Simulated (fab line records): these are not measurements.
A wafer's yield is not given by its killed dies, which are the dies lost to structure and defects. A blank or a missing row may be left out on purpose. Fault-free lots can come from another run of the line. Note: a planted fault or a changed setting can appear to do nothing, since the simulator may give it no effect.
Chamber matching    flow gf180mcu    GF_V4_ETCH_16 on rie diel-04: 4 sister chambers
The step etches BARC in N2/H2. 4 wafers are shown with their chamber, then 12 later ones without.

## WAFERS, EACH WITH ITS CHAMBER
wafer   chamber  drypump motor current A (A)
L091.4  2        5.7
L092.3  1        5.8
L092.4  0        5.5
L092.5  3        5.9

## WAFERS WITH NO CHAMBER GIVEN
wafer   drypump motor current A (A)
L093.3  5.8
L093.5  5.4
L093.6  5.8
L095.4  5.4
L095.5  5.7
L095.6  5.8
L096.1  5.5
L096.3  5.6
L096.4  5.9
L097.3  5.5
L097.5  5.9
L097.6  5.4

## THE CHAMBER EACH PASSED THROUGH
wafer   from the rows above           in truth
L093.3  can't be placed: 1 or 2 or 3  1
L093.5  0                             0
L093.6  can't be placed: 1 or 2 or 3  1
L095.4  0                             0
L095.5  can't be placed: 2 or 1       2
L095.6  can't be placed: 1 or 2 or 3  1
L096.1  0                             0
L096.3  can't be placed: 0 or 2 or 1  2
L096.4  can't be placed: 3 or 1       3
L097.3  0                             0
L097.5  can't be placed: 3 or 1       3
L097.6  0                             0
Placed correctly: 5 of 12. Can't be placed from these rows: 7 (the true chamber is among the candidates in 7). 0 placed wrongly.
How it was worked out, from the rows above alone: a wafer's distance from a chamber is the root of the sum, over the readings, of the square of ((its reading less the chamber's mean) divided by the reading's scatter). The wafer belongs to the nearest chamber; if the next one is less than 2 further off, it can't be placed. The mean given for a chamber averages the wafers shown for that chamber. The scatter: root of mean squared gap, hidden wafer to nearest shown wafer, with one shown wafer a chamber.
